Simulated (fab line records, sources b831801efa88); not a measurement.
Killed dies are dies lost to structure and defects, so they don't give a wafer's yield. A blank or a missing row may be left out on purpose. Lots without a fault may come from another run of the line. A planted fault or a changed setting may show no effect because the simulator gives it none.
fab line records | flow gf180mcu
record lots=5 wafers=15 last_day=33
route steps=602 shown V2@406 M3@409 V3@429
lots that met no fault: from a run of the same line without faults
start_h: hours from the record's first day to the start of the lot's first wafer shown | wait_h: hours since the lot's step before | " the same as in the row above | L1.1+2: a row that stands for several wafers | - no value, or no start given | * or withheld: withheld | < > ~ a bound
route shown NAME@n: a module of which the file shows steps, and the number in the route of the first | usual: mean/standard deviation of fault-free wafers | same: alike in all rows | chamber/n: place in a boat | sites: the reading at each site | _std_site: their standard deviation | _edge_site: outer sites' mean less inner sites' | radius_mm: how far each site lies from the wafer's centre | mask NAME#n: copy n | behind: the tool/chamber that last shaped the wafer | hold: why the lot was held/for how many hours/how that ended | device: the transistor (n, p or np) that didn't switch | end of line: the same wafers' tests at the end of the route | a step without rows: its recipe alone | killed: dies lost to structure and defects at the first sort, not the wafer's yield | map: a wafer's dies, x killed, . not, _ none there
set.NAME: the setting as run; set.NAME@STEP: as run at that earlier step | model.NAME: the simulator's own value behind a step, which no gauge read
lots at some steps of the route; a table a step, a row a wafer
services: from which hour (start_h, from the record's first day; less than 0 if before it) a tool's chamber was out of use, for how many hours, and why
## steps
# step GF_V2_RS_MEAS_24
# recipe thk_meas_gauge=four-point-probe reads=W_of_V2_CVD_23+TiN_of_V2_SPUTTER_22+Ti_of_V2_SPUTTER_21
# usual V2_W_RS=0.3103/0.0027
# columns lot.wafer tool chamber start_h wait_h V2_W_RS[ohm/sq]
L080.1 film_metro-01 - 534.83 0.1 0.3105
L080.4 " - " " 0.3088
L080.5 " - " " 0.3087
L083.2 film_metro-01 - 552.42 0.1 0.3142
L083.4 " - " " 0.3155
L083.5 " - " " 0.3139
L085.3 film_metro-04 - 567.61 0.1 0.3111
L085.4 " - " " 0.3119
L085.6 " - " " 0.3106
L087.1 film_metro-03 - 585.25 0.1 0.3119
L087.3 " - " " 0.3104
L087.6 " - " " 0.3112
L093.3 film_metro-03 - 627.16 0.1 0.3086
L093.4 " - " " 0.3074
L093.5 " - " " 0.3061
# step GF_V2_THK_MEAS_25
# recipe thk_meas_gauge=xrf reads=W_of_V2_CVD_23
# usual V2_W_THK=380/4.3
# columns lot.wafer tool chamber start_h wait_h V2_W_THK[nm]
L080.1 film_metro-01 - 534.95 0.1 377
L080.4 " - " " 380
L080.5 " - " " 379
L083.2 film_metro-01 - 552.53 0.1 380
L083.4 " - " " 377
L083.5 " - " " 379
L085.3 film_metro-04 - 567.71 0.1 379
L085.4 " - " " 379
L085.6 " - " " 381
L087.1 film_metro-03 - 585.37 0.1 375
L087.3 " - " " 377
L087.6 " - " " 376
L093.3 film_metro-03 - 627.26 0.1 381
L093.4 " - " " 383
L093.5 " - " " 385
# step GF_V2_CMP_26
# recipe stop_on=SiO2 down_force_psi=3.5 platen_rpm=60 t_overpolish_s=15 target_thk_nm=0 pad_velocity_m_s=0.94248
# usual motor_current_A=10.8/1.2 overpolish_run_s=14.999/0.01 time_to_endpoint_s=93/3.2
# columns lot.wafer tool chamber start_h wait_h motor_current_A overpolish_run_s time_to_endpoint_s
L080.1 cmp-01 1 535.01 0.1 10.7 14.993 91
L080.4 " 3 " " 11.0 14.986 92
L080.5 " 2 " " 9.7 15.003 89
L083.4 cmp-01 3 552.63 0.1 10.8 15.005 92
L083.2 " 0 " " 12.2 14.991 99
L083.5 " 2 " " 9.6 14.992 90
L085.3 cmp-02 1 567.75 0.0 11.6 14.991 93
L085.4 " 0 " " 9.2 15.006 96
L085.6 " 2 " " 10.1 15.013 95
L087.3 cmp-02 1 585.43 0.0 11.7 14.975 92
L087.1 " 2 " " 10.8 14.982 93
L087.6 " 2 " " 11.0 15.002 96
L093.3 cmp-01 2 627.40 0.1 8.9 14.995 87
L093.4 " 3 " " 11.2 14.994 91
L093.5 " 0 " " 11.6 14.997 95
# step GF_M3_SPUTTER_00
# recipe material=Ti target_thk_nm=37.5 arriving_ion_energy_ev=80 substrate_temp_c=200 chamber_pressure_pa=2 power_w=4000 time_s=150
# usual substrate_temp_c=199.97/0.17 throttle_valve_pct=29.5/1.2
# columns lot.wafer tool chamber start_h wait_h substrate_temp_c throttle_valve_pct
L080.1 pvd_sputter-04 - 535.31 0.2 199.99 30.9
L080.4 " - " " 200.08 28.3
L080.5 " - " " 200.12 30.7
L083.2 pvd_sputter-02 - 552.88 0.1 200.06 27.7
L083.4 " - " " 200.22 29.3
L083.5 " - " " 200.14 28.8
L085.3 pvd_sputter-02 - 568.05 0.2 199.88 28.9
L085.4 " - " " 199.97 30.7
L085.6 " - " " 200.32 29.5
L087.1 pvd_sputter-04 - 585.73 0.2 200.09 30.9
L087.3 " - " " 199.93 28.3
L087.6 " - " " 200.01 29.9
L093.3 pvd_sputter-04 - 627.60 0.1 200.01 30.0
L093.4 " - " " 199.81 28.8
L093.5 " - " " 200.04 31.0
# step GF_M3_SPUTTER_01
# recipe material=TiN target_thk_nm=30 power_w=6500 time_s=25 chamber_pressure_pa=0.4
# usual throttle_valve_pct=29.4/1.1
# columns lot.wafer tool chamber start_h wait_h throttle_valve_pct
L080.1 pvd_sputter-04 - 535.41 0.1 30.8
L080.4 " - " " 28.6
L080.5 " - " " 30.8
L083.2 pvd_sputter-02 - 552.98 0.1 27.9
L083.4 " - " " 29.2
L083.5 " - " " 28.8
L085.3 pvd_sputter-02 - 568.15 0.1 28.8
L085.4 " - " " 30.9
L085.6 " - " " 29.2
L087.1 pvd_sputter-04 - 585.83 0.1 30.5
L087.3 " - " " 28.3
L087.6 " - " " 30.0
L093.3 pvd_sputter-04 - 627.70 0.1 30.4
L093.4 " - " " 28.7
L093.5 " - " " 30.8
# step GF_M3_SPUTTER_02
# recipe material=AlCu target_thk_nm=450 power_w=10600 time_s=23.9 chamber_pressure_pa=0.4
# usual throttle_valve_pct=29.4/1.1
# columns lot.wafer tool chamber start_h wait_h throttle_valve_pct
L080.1 pvd_sputter-04 - 535.44 0.0 30.9
L080.4 " - " " 28.4
L080.5 " - " " 30.6
L083.2 pvd_sputter-02 - 553.01 0.0 28.2
L083.4 " - " " 29.2
L083.5 " - " " 29.0
L085.3 pvd_sputter-02 - 568.18 0.0 28.7
L085.4 " - " " 30.9
L085.6 " - " " 29.1
L087.1 pvd_sputter-04 - 585.86 0.0 30.5
L087.3 " - " " 28.5
L087.6 " - " " 30.2
L093.3 pvd_sputter-04 - 627.73 0.0 30.2
L093.4 " - " " 28.7
L093.5 " - " " 31.2
# step GF_M3_SPUTTER_03
# recipe material=Ti target_thk_nm=10 substrate_temp_c=300 chamber_pressure_pa=0.3 power_w=3000 time_s=6.7
# usual substrate_temp_c=300.02/0.21 throttle_valve_pct=29.4/1.1
# columns lot.wafer tool chamber start_h wait_h substrate_temp_c throttle_valve_pct
L080.1 pvd_sputter-04 - 535.47 0.0 300.01 30.6
L080.4 " - " " 299.84 28.5
L080.5 " - " " 300.00 30.5
L083.2 pvd_sputter-02 - 553.04 0.0 300.29 27.8
L083.4 " - " " 299.94 29.2
L083.5 " - " " 300.00 29.0
L085.3 pvd_sputter-02 - 568.21 0.0 300.15 28.8
L085.4 " - " " 300.36 31.1
L085.6 " - " " 299.90 29.3
L087.1 pvd_sputter-04 - 585.89 0.0 300.07 30.6
L087.3 " - " " 299.94 28.6
L087.6 " - " " 299.78 30.3
L093.3 pvd_sputter-04 - 627.76 0.0 300.18 30.1
L093.4 " - " " 300.11 28.6
L093.5 " - " " 300.08 30.9
# step GF_M3_SPUTTER_04
# recipe material=TiN target_thk_nm=50 power_w=6500 time_s=41.7 chamber_pressure_pa=0.4
# usual throttle_valve_pct=29.5/1.1
# columns lot.wafer tool chamber start_h wait_h throttle_valve_pct
L080.1 pvd_sputter-04 - 535.49 0.0 30.9
L080.4 " - " " 28.5
L080.5 " - " " 30.9
L083.2 pvd_sputter-02 - 553.06 0.0 28.0
L083.4 " - " " 29.4
L083.5 " - " " 28.9
L085.3 pvd_sputter-02 - 568.24 0.0 29.1
L085.4 " - " " 30.8
L085.6 " - " " 29.2
L087.1 pvd_sputter-04 - 585.91 0.0 30.9
L087.3 " - " " 28.5
L087.6 " - " " 30.2
L093.3 pvd_sputter-04 - 627.78 0.0 30.1
L093.4 " - " " 28.1
L093.5 " - " " 30.7
# step GF_M3_RS_MEAS_05
# recipe thk_meas_gauge=four-point-probe reads=TiN_of_M3_SPUTTER_04+Ti_of_M3_SPUTTER_03+AlCu_of_M3_SPUTTER_02+TiN_of_M3_SPUTTER_01+Ti_of_M3_SPUTTER_00
# usual M3_ALCU_RS=0.0696/0.00096
# columns lot.wafer tool chamber start_h wait_h M3_ALCU_RS[ohm/sq]
L080.1 film_metro-02 - 535.53 0.0 0.0701
L080.4 " - " " 0.0715
L080.5 " - " " 0.0707
L083.2 film_metro-03 - 553.12 0.0 0.0705
L083.4 " - " " 0.0692
L083.5 " - " " 0.0685
L085.3 film_metro-02 - 568.31 0.1 0.0695
L085.4 " - " " 0.0691
L085.6 " - " " 0.0697
L087.1 film_metro-02 - 585.95 0.0 0.0692
L087.3 " - " " 0.0693
L087.6 " - " " 0.0686
L093.3 film_metro-03 - 627.86 0.1 0.0695
L093.4 " - " " 0.0705
L093.5 " - " " 0.0702
# step GF_M3_THK_MEAS_06
# recipe thk_meas_gauge=xrf reads=AlCu_of_M3_SPUTTER_02
# usual M3_ALCU_THK=452/7
# columns lot.wafer tool chamber start_h wait_h M3_ALCU_THK[nm]
L080.1 film_metro-02 - 535.65 0.1 451
L080.4 " - " " 443
L080.5 " - " " 446
L083.2 film_metro-03 - 553.23 0.1 444
L083.4 " - " " 454
L083.5 " - " " 456
L085.3 film_metro-02 - 568.41 0.1 455
L085.4 " - " " 458
L085.6 " - " " 455
L087.1 film_metro-02 - 586.07 0.1 457
L087.3 " - " " 456
L087.6 " - " " 461
L093.3 film_metro-03 - 627.96 0.1 453
L093.4 " - " " 445
L093.5 " - " " 444
# step GF_M3_DEHYDRATE_07
# recipe temp_c=200 time_s=60
# columns lot.wafer tool chamber start_h wait_h
L080.1+4+5 litho_track-04 0 546.72 11.1
L083.2+4+5 litho_track-02 0 563.39 10.2
L085.3+4+6 litho_track-02 0 578.46 10.0
L087.1+3+6 litho_track-03 0 596.36 10.3
L093.3+4+5 litho_track-04 0 637.17 9.2
# step GF_M3_HMDS_08
# recipe prime_time_s=60 prime_temp_c=120
# same prime_time_s=60
# columns lot.wafer tool chamber start_h wait_h
L080.1+4+5 litho_track-04 0 546.87 0.1
L083.2+4+5 litho_track-02 0 563.54 0.1
L085.3+4+6 litho_track-02 0 578.61 0.1
L087.1+3+6 litho_track-03 0 596.51 0.1
L093.3+4+5 litho_track-04 0 637.32 0.1
# step GF_M3_COAT_09
# recipe resist=KrF spin_rpm=withheld resist_thk_nm=1000
# columns lot.wafer tool chamber start_h wait_h
L080.1+4+5 litho_track-04 0 547.02 0.1
L083.2+4+5 litho_track-02 0 563.69 0.1
L085.3+4+6 litho_track-02 0 578.76 0.1
L087.1+3+6 litho_track-03 0 596.66 0.1
L093.3+4+5 litho_track-04 0 637.47 0.1
# step GF_M3_SOFTBAKE_10
# recipe temp_c=130 time_s=60 resist=KrF
# columns lot.wafer tool chamber start_h wait_h
L080.1+4+5 litho_track-04 0 547.17 0.1
L083.2+4+5 litho_track-02 0 563.84 0.1
L085.3+4+6 litho_track-02 0 578.91 0.1
L087.1+3+6 litho_track-03 0 596.81 0.1
L093.3+4+5 litho_track-04 0 637.62 0.1
# step GF_M3_EXPOSE_11
# recipe mask_id=Metal3 target_cd_nm=280 na=0.68 source_shape=conventional sigma_outer=0.6 dose_mj=28
# usual reticle_temp_C=22.98/0.095
# columns lot.wafer tool chamber start_h wait_h mask reticle_temp_C
L080.1 krf_scanner-02 0 - - Metal3#0 22.85
L080.4 " 0 " " Metal3#0 23.05
L080.5 " 0 " " Metal3#0 22.95
L083.2 krf_scanner-02 0 - - Metal3#0 22.74
L083.4 " 0 " " Metal3#0 22.99
L083.5 " 0 " " Metal3#0 22.81
L085.3 krf_scanner-02 0 - - Metal3#0 22.94
L085.4 " 0 " " Metal3#0 22.99
L085.6 " 0 " " Metal3#0 22.90
L087.1 krf_scanner-01 0 - - Metal3#0 23.19
L087.3 " 0 " " Metal3#0 22.95
L087.6 " 0 " " Metal3#0 23.10
L093.3 krf_scanner-01 0 - - Metal3#0 22.94
L093.4 " 0 " " Metal3#0 22.86
L093.5 " 0 " " Metal3#0 22.95
# step GF_M3_PEB_12
# recipe peb_temp_c=135 peb_time_s=90 resist=KrF
# columns lot.wafer tool chamber start_h wait_h
L080.1+4+5 litho_track-02 0 - -
L083.2+4+5 litho_track-03 0 - -
L085.3+4+6 litho_track-04 0 - -
L087.1+3+6 litho_track-04 0 - -
L093.3+4+5 litho_track-03 0 - -
# step GF_M3_DEVELOP_13
# recipe develop_time_s=60 dev_temp_c=21
# columns lot.wafer tool chamber start_h wait_h
L080.1+4+5 litho_track-02 0 558.62 0.2
L083.2+4+5 litho_track-03 0 575.24 0.2
L085.3+4+6 litho_track-04 0 589.87 0.1
L087.1+3+6 litho_track-04 0 607.32 0.2
L093.3+4+5 litho_track-03 0 647.36 0.1
# step GF_M3_CD_MEAS_14
# recipe target_cd_nm=280
# usual cd_nm=280.2/1.1
# columns lot.wafer tool chamber start_h wait_h cd_nm
L080.1 cd_sem-02 - 558.77 0.1 280.3
L080.4 " - " " 281.1
L080.5 " - " " 280.8
L083.2 cd_sem-01 - 575.38 0.1 280.6
L083.4 " - " " 281.1
L083.5 " - " " 280.6
L085.3 cd_sem-01 - 590.01 0.1 281.2
L085.4 " - " " 280.2
L085.6 " - " " 280.4
L087.1 cd_sem-01 - 607.47 0.1 278.0
L087.3 " - " " 279.9
L087.6 " - " " 279.2
L093.3 cd_sem-01 - 647.50 0.1 279.6
L093.4 " - " " 279.0
L093.5 " - " " 279.2
# step GF_M3_OVL_MEAS_15
# usual M3_OVL=-2/5
# columns lot.wafer tool chamber start_h wait_h M3_OVL[nm]
L080.1 overlay-02 - 558.89 0.1 4
L080.4 " - " " -9
L080.5 " - " " -3
L083.2 overlay-01 - 575.49 0.1 -7
L083.4 " - " " -8
L083.5 " - " " 0
L085.3 overlay-01 - 590.10 0.1 3
L085.4 " - " " -3
L085.6 " - " " 0
L087.1 overlay-01 - 607.59 0.1 -3
L087.3 " - " " -6
L087.6 " - " " 1
L093.3 overlay-01 - 647.59 0.1 -2
L093.4 " - " " -4
L093.5 " - " " 3
# step GF_M3_METAL_ETCH_16
# recipe chemistry=Cl2/BCl3 mask_material=KrF target_depth_nm=750.8 stop_on=SiO2 pressure_mtorr=8 icp_w=800 bias_w=140 Cl2_flow_sccm=80 bcl3_flow_sccm=40 time_s=125.1
# usual bias_w=140.0/0.43 chamber_pressure_mTorr=8.000/0.0072 drypump_motor_current_A=5.8/0.52 oes_product_au=0.990/0.006 throttle_valve_pct=28.230/0.0094
# columns lot.wafer tool chamber start_h wait_h bias_w chamber_pressure_mTorr drypump_motor_current_A oes_product_au rf_hours_counter_h throttle_valve_pct
L080.1 rie_metal-04 0 558.92 0.0 139.9 8.004 5.1 0.998 3 28.230
L080.4 " 0 " " 140.2 8.000 5.2 0.989 - 28.220
L080.5 " 0 " " 139.9 7.999 5.2 0.993 - 28.226
L083.2 rie_metal-04 0 575.52 0.0 140.2 7.994 5.2 0.982 3 28.211
L083.4 " 0 " " 140.1 7.996 5.1 0.992 - 28.234
L083.5 " 1 " " 139.8 8.003 5.3 0.988 - 28.224
L085.3 rie_metal-01 0 590.17 0.1 139.6 7.997 5.8 0.985 - 28.226
L085.4 " 1 " " 140.3 8.001 5.8 0.996 - 28.214
L085.6 " 1 " " 140.8 8.002 5.8 1.001 - 28.247
L087.1 rie_metal-04 0 607.62 0.0 139.5 8.002 5.1 0.995 4 28.213
L087.3 " 1 " " 140.0 7.997 5.3 0.977 - 28.253
L087.6 " 0 " " 139.4 7.999 5.2 0.997 - 28.217
L093.3 rie_metal-04 0 647.66 0.1 139.7 8.007 5.1 0.992 - 28.219
L093.4 " 1 " " 139.3 8.000 5.3 0.990 - 28.234
L093.5 " 0 " " 140.2 7.997 5.1 0.992 - 28.227
# step GF_M3_STRIP_17
# recipe chemistry=O2/N2 power_w=1400 pressure_mtorr=1500 platen_temp_c=250 o2_flow_sccm=3000 n2_flow_sccm=300 overash_fraction=0.5
# usual chamber_pressure_mTorr=1499.9/1.3 drypump_motor_current_A=5.9/0.45 heater_power_w=306/28 oes_product_au=0.537/0.0051 strip_time_to_endpoint_s=7.39/0.05
# columns lot.wafer tool chamber start_h wait_h chamber_pressure_mTorr drypump_motor_current_A heater_power_w oes_product_au rf_hours_counter_h strip_time_to_endpoint_s
L080.1 plasma_asher-02 1 559.05 0.1 1499.7 6.6 283 0.541 82 7.34
L080.4 " 1 " " 1500.8 6.6 290 0.535 - 7.30
L080.5 " 1 " " 1501.3 6.6 277 0.541 - 7.35
L083.2 plasma_asher-04 0 575.65 0.1 1500.4 5.5 303 0.536 48 7.36
L083.4 " 0 " " 1500.0 5.5 313 0.528 - 7.33
L083.5 " 1 " " 1498.8 5.6 284 0.539 - 7.41
L085.3 plasma_asher-04 1 590.29 0.1 1500.5 5.6 282 0.539 - 7.43
L085.4 " 0 " " 1498.6 5.5 319 0.537 - 7.33
L085.6 " 1 " " 1502.1 5.6 289 0.533 - 7.36
L087.1 plasma_asher-04 1 607.75 0.1 1500.0 5.6 283 0.533 51 7.32
L087.3 " 1 " " 1501.0 5.6 284 0.548 - 7.45
L087.6 " 0 " " 1500.5 5.5 314 0.543 - 7.32
L093.3 plasma_asher-02 1 647.78 0.1 1499.2 6.6 285 0.536 - 7.35
L093.4 " 0 " " 1498.6 6.3 366 0.535 - 7.43
L093.5 " 1 " " 1500.6 6.6 288 0.528 - 7.38
# step GF_M3_STRIP_18
# recipe chemistry=post_etch_residue_remover time_s=1200 temp_c=72.5
# columns lot.wafer tool chamber start_h wait_h
L080.1+4+5 wet_bench-04 3 559.15 0.1
L083.2+4+5 wet_bench-04 3 575.75 0.1
L085.3+4+6 wet_bench-03 2 590.35 0.0
L087.1+3+6 wet_bench-04 0 607.85 0.1
L093.3+4+5 wet_bench-04 1 647.85 0.0
# step GF_M3_CLEAN_19
# recipe chemistry=DIW dry=n2_spin
# columns lot.wafer tool chamber start_h wait_h
L080.1+4+5 wet_bench-01 0 559.52 0.0
L083.2+4+5 wet_bench-01 3 576.12 0.0
L085.3+4+6 wet_bench-01 1 590.70 0.0
L087.1+3+6 wet_bench-01 1 608.20 0.0
L093.3+4+5 wet_bench-04 2 648.19 0.0
# step GF_V3_CVD_00
# recipe material=SiO2 target_thk_nm=600 sigma_open_frac=0.3 temp_c=400 time_s=100 sih4_flow_sccm=60 pressure_mtorr=6
# columns lot.wafer tool chamber start_h wait_h
L080.1+4+5 hdpcvd-02 2,0,1 559.61 0.0
L083.2+4+5 hdpcvd-01 0,1,0 576.21 0.0
L085.3+4+6 hdpcvd-02 0,1,2 590.80 0.0
L087.1+3+6 hdpcvd-01 2,1,2 608.29 0.0
L093.3+4+5 hdpcvd-01 0,0,2 648.28 0.0
# step GF_V3_THK_MEAS_01
# recipe reads=SiO2_of_V3_CVD_00
# usual V3_CVD_00_THK=599/7.4
# columns lot.wafer tool chamber start_h wait_h V3_CVD_00_THK[nm]
L080.1 film_metro-02 - 559.69 0.0 597
L080.4 " - " " 600
L080.5 " - " " 589
L083.2 film_metro-02 - 576.29 0.0 593
L083.4 " - " " 582
L083.5 " - " " 587
L085.3 film_metro-02 - 590.89 0.1 614
L085.4 " - " " 598
L085.6 " - " " 606
L087.1 film_metro-02 - 608.36 0.0 602
L087.3 " - " " 591
L087.6 " - " " 599
L093.3 film_metro-02 - 648.37 0.1 600
L093.4 " - " " 601
L093.5 " - " " 608
# step GF_V3_CVD_02
# recipe material=SiO2 target_thk_nm=850 precursor=TEOS temp_c=400 time_s=94.851 rf_w=600
# usual heater_power_w=696/77
# columns lot.wafer tool chamber start_h wait_h heater_power_w
L080.1 pecvd-03 0 559.75 0.1 733
L080.4 " 1 " " 651
L080.5 " 2 " " 805
L083.2 pecvd-03 1 576.34 0.0 804
L083.4 " 1 " " 647
L083.5 " 2 " " 786
L085.3 pecvd-03 0 590.93 0.0 676
L085.4 " 1 " " 749
L085.6 " 0 " " 713
L087.1 pecvd-03 2 608.42 0.1 790
L087.3 " 1 " " 691
L087.6 " 2 " " 637
L093.3 pecvd-03 0 648.41 0.0 692
L093.4 " 2 " " 805
L093.5 " 1 " " 808
# step GF_V3_THK_MEAS_03
# recipe reads=SiO2_of_V3_CVD_02
# usual V3_CVD_02_THK=851/13
# columns lot.wafer tool chamber start_h wait_h V3_CVD_02_THK[nm]
L080.1 film_metro-01 - 559.82 0.0 841
L080.4 " - " " 868
L080.5 " - " " 838
L083.2 film_metro-04 - 576.42 0.0 858
L083.4 " - " " 877
L083.5 " - " " 855
L085.3 film_metro-02 - 591.02 0.1 847
L085.4 " - " " 861
L085.6 " - " " 857
L087.1 film_metro-02 - 608.49 0.0 839
L087.3 " - " " 862
L087.6 " - " " 857
L093.3 film_metro-04 - 648.50 0.1 856
L093.4 " - " " 872
L093.5 " - " " 870
# step GF_V3_CMP_04
# recipe material=SiO2 down_force_psi=4 platen_rpm=60.52 pad_velocity_m_s=0.94248
# usual motor_current_A=11.6/1.2 time_to_endpoint_s=81/6
# columns lot.wafer tool chamber start_h wait_h motor_current_A time_to_endpoint_s
L080.1 cmp-02 0 559.93 0.1 9.2 81
L080.4 " 2 " " 11.3 85
L080.5 " 3 " " 12.7 78
L083.4 cmp-01 0 576.47 0.0 13.2 99
L083.2 " 2 " " 10.0 86
L083.5 " 1 " " 11.8 89
L085.4 cmp-01 0 591.11 0.1 13.3 83
L085.3 " 2 " " 10.4 78
L085.6 " 3 " " 11.3 80
L087.1 cmp-01 0 608.65 0.1 12.6 80
L087.3 " 1 " " 11.5 85
L087.6 " 2 " " 10.2 84
L093.3 cmp-01 0 648.59 0.1 12.7 80
L093.4 " 1 " " 12.1 86
L093.5 " 3 " " 11.4 83
# step GF_V3_BOW_MEAS_05
# recipe mode=bow
# usual V3_BOW=116/8.3
# columns lot.wafer tool chamber start_h wait_h V3_BOW[um]
L080.1 film_metro-01 - 560.18 0.2 125
L080.4 " - " " 124
L080.5 " - " " 116
L083.2 film_metro-04 - 576.79 0.2 116
L083.4 " - " " 127
L083.5 " - " " 122
L085.3 film_metro-02 - 591.40 0.1 122
L085.4 " - " " 109
L085.6 " - " " 123
L087.1 film_metro-02 - 608.85 0.1 117
L087.3 " - " " 125
L087.6 " - " " 121
L093.3 film_metro-02 - 648.88 0.2 115
L093.4 " - " " 108
L093.5 " - " " 126
# step GF_V3_DEHYDRATE_06
# recipe temp_c=200 time_s=60
# columns lot.wafer tool chamber start_h wait_h
L080.1+4+5 litho_track-02 0 570.32 10.1
L083.2+4+5 litho_track-01 0 586.90 10.1
L085.3+4+6 litho_track-02 0 601.36 9.9
L087.1+3+6 litho_track-01 0 618.48 9.6
L093.3+4+5 litho_track-02 0 657.86 9.0
# step GF_V3_HMDS_07
# recipe prime_time_s=60 prime_temp_c=120
# same prime_time_s=60
# columns lot.wafer tool chamber start_h wait_h
L080.1+4+5 litho_track-02 0 570.47 0.1
L083.2+4+5 litho_track-01 0 587.05 0.1
L085.3+4+6 litho_track-02 0 601.51 0.1
L087.1+3+6 litho_track-01 0 618.63 0.1
L093.3+4+5 litho_track-02 0 658.01 0.1
# step GF_V3_COAT_08
# recipe resist=BARC temp_c=withheld time_s=withheld spin_rpm=withheld resist_thk_nm=withheld
# columns lot.wafer tool chamber start_h wait_h
L080.1+4+5 litho_track-02 0 570.62 0.1
L083.2+4+5 litho_track-01 0 587.20 0.1
L085.3+4+6 litho_track-02 0 601.66 0.1
L087.1+3+6 litho_track-01 0 618.78 0.1
L093.3+4+5 litho_track-02 0 658.16 0.1
# step GF_V3_COAT_09
# recipe resist=KrF spin_rpm=withheld resist_thk_nm=1000
# columns lot.wafer tool chamber start_h wait_h
L080.1+4+5 litho_track-02 0 - -
L083.2+4+5 litho_track-01 0 - -
L085.3+4+6 litho_track-02 0 - -
L087.1+3+6 litho_track-01 0 - -
L093.3+4+5 litho_track-02 0 - -
# step GF_V3_SOFTBAKE_10
# recipe temp_c=130 time_s=60 resist=KrF
# columns lot.wafer tool chamber start_h wait_h
L080.1+4+5 litho_track-02 0 - -
L083.2+4+5 litho_track-01 0 - -
L085.3+4+6 litho_track-02 0 - -
L087.1+3+6 litho_track-01 0 - -
L093.3+4+5 litho_track-02 0 - -
# step GF_V3_EXPOSE_11
# recipe mask_id=Via3 target_cd_nm=260 na=0.68 source_shape=conventional sigma_outer=0.6 dose_mj=38
# usual reticle_temp_C=23.00/0.11
# columns lot.wafer tool chamber start_h wait_h mask reticle_temp_C
L080.1 krf_scanner-02 0 - - Via3#0 23.20
L080.4 " 0 " " Via3#0 22.92
L080.5 " 0 " " Via3#0 23.05
L083.2 krf_scanner-02 0 - - Via3#0 23.17
L083.4 " 0 " " Via3#0 23.02
L083.5 " 0 " " Via3#0 23.10
L085.3 krf_scanner-01 0 - - Via3#0 22.75
L085.4 " 0 " " Via3#0 23.07
L085.6 " 0 " " Via3#0 23.08
L087.1 krf_scanner-01 0 - - Via3#0 23.15
L087.3 " 0 " " Via3#0 22.98
L087.6 " 0 " " Via3#0 22.92
L093.3 krf_scanner-02 0 - - Via3#0 23.07
L093.4 " 0 " " Via3#0 23.14
L093.5 " 0 " " Via3#0 22.99
# step GF_V3_PEB_12
# recipe peb_temp_c=135 peb_time_s=90 resist=KrF
# columns lot.wafer tool chamber start_h wait_h
L080.1+4+5 litho_track-01 0 - -
L083.2+4+5 litho_track-02 0 - -
L085.3+4+6 litho_track-03 0 - -
L087.1+3+6 litho_track-01 0 - -
L093.3+4+5 litho_track-03 0 - -
# step GF_V3_DEVELOP_13
# recipe develop_time_s=60 resist=KrF dev_temp_c=21
# columns lot.wafer tool chamber start_h wait_h
L080.1+4+5 litho_track-01 0 581.73 0.2
L083.2+4+5 litho_track-02 0 598.04 0.2
L085.3+4+6 litho_track-03 0 612.46 0.1
L087.1+3+6 litho_track-01 0 629.38 0.2
L093.3+4+5 litho_track-03 0 668.01 0.1
# step GF_V3_CD_MEAS_14
# recipe target_cd_nm=260
# usual cd_nm=259.9/1.1
# columns lot.wafer tool chamber start_h wait_h cd_nm
L080.1 cd_sem-01 - 581.88 0.1 261.4
L080.4 " - " " 261.0
L080.5 " - " " 261.1
L083.2 cd_sem-01 - 598.18 0.1 258.6
L083.4 " - " " 258.7
L083.5 " - " " 258.7
L085.3 cd_sem-02 - 612.60 0.1 258.1
L085.4 " - " " 259.9
L085.6 " - " " 259.1
L087.1 cd_sem-01 - 629.53 0.1 258.6
L087.3 " - " " 259.5
L087.6 " - " " 258.6
L093.3 cd_sem-01 - 668.15 0.1 260.2
L093.4 " - " " 260.1
L093.5 " - " " 260.4
# step GF_V3_OVL_MEAS_15
# usual V3_OVL=3/6
# columns lot.wafer tool chamber start_h wait_h V3_OVL[nm]
L080.1 overlay-01 - 582.00 0.1 4
L080.4 " - " " 3
L080.5 " - " " 10
L083.2 overlay-02 - 598.29 0.1 -2
L083.4 " - " " 6
L083.5 " - " " 4
L085.3 overlay-01 - 612.69 0.1 -5
L085.4 " - " " -3
L085.6 " - " " -2
L087.1 overlay-01 - 629.65 0.1 -3
L087.3 " - " " -11
L087.6 " - " " -10
L093.3 overlay-02 - 668.24 0.1 6
L093.4 " - " " -1
L093.5 " - " " 7
# step GF_V3_ETCH_16
# recipe chemistry=N2/H2 target_depth_a=withheld overetch_a=withheld time_s=withheld target=BARC ion_energy_ev=200 source_w=500 bias_w=100 pressure_mtorr=30 n2_flow_sccm=100 h2_flow_sccm=200
# usual bias_w=100.04/0.3 chamber_pressure_mTorr=30.003/0.029 drypump_motor_current_A=5.7/0.43 oes_product_au=0.855/0.0045 throttle_valve_pct=13.225/0.0094
# columns lot.wafer tool chamber start_h wait_h bias_w chamber_pressure_mTorr drypump_motor_current_A oes_product_au throttle_valve_pct
L080.1 rie_diel-04 3 582.03 0.0 99.60 29.959 5.2 0.851 13.207
L080.4 " 0 " " 100.09 30.112 6.3 0.853 13.234
L080.5 " 2 " " 100.13 30.066 5.8 0.853 13.224
L083.2 rie_diel-02 1 598.32 0.0 100.38 29.972 5.8 0.861 13.247
L083.4 " 3 " " 99.68 29.972 5.0 0.853 13.229
L083.5 " 1 " " 100.23 29.956 5.8 0.855 13.232
L085.3 rie_diel-02 2 612.72 0.0 100.19 30.025 6.0 0.850 13.222
L085.4 " 3 " " 99.71 30.042 5.0 0.849 13.218
L085.6 " 0 " " 99.75 29.980 5.6 0.852 13.215
L087.1 rie_diel-04 2 629.68 0.0 100.50 29.985 5.7 0.853 13.215
L087.3 " 3 " " 100.66 30.038 5.2 0.851 13.225
L087.6 " 1 " " 100.48 29.969 5.8 0.859 13.237
L093.3 rie_diel-04 3 668.27 0.0 100.24 29.988 5.3 0.864 13.220
L093.4 " 2 " " 100.22 30.039 5.7 0.859 13.225
L093.5 " 3 " " 100.10 30.016 5.3 0.857 13.231
## services
# columns tool chamber start_h hours kind
krf_scanner-01 - 515.37 4.0 pm
krf_scanner-01 - 529.09 1.0 pm
plasma_asher-04 - 529.83 2.8 pm
krf_scanner-01 - 531.15 1.3 pm
krf_scanner-01 - 535.93 0.8 pm
hdpcvd-01 - 539.25 15.0 pm
rie_diel-04 0 543.39 9.4 repair
krf_scanner-01 - 552.45 1.6 repair
cmp-01 - 565.42 5.0 pm
cmp-01 - 572.00 4.0 pm
rie_metal-04 - 577.73 1.4 pm
krf_scanner-02 - 582.31 0.8 pm
krf_scanner-02 - 594.70 0.2 repair
hdpcvd-01 - 598.82 0.9 repair
krf_scanner-02 - 599.36 0.6 repair
cmp-02 - 606.60 0.5 repair
cmp-02 - 633.65 8.4 pm
wet_bench-01 - 633.81 37.3 pm
wet_bench-04 - 638.41 1.9 pm
cmp-01 - 642.03 4.3 pm
krf_scanner-02 - 647.16 1.0 pm
krf_scanner-02 - 652.66 1.7 repair
krf_scanner-02 - 653.47 2.5 repair
krf_scanner-02 - 655.94 1.3 pm
## key
fault none
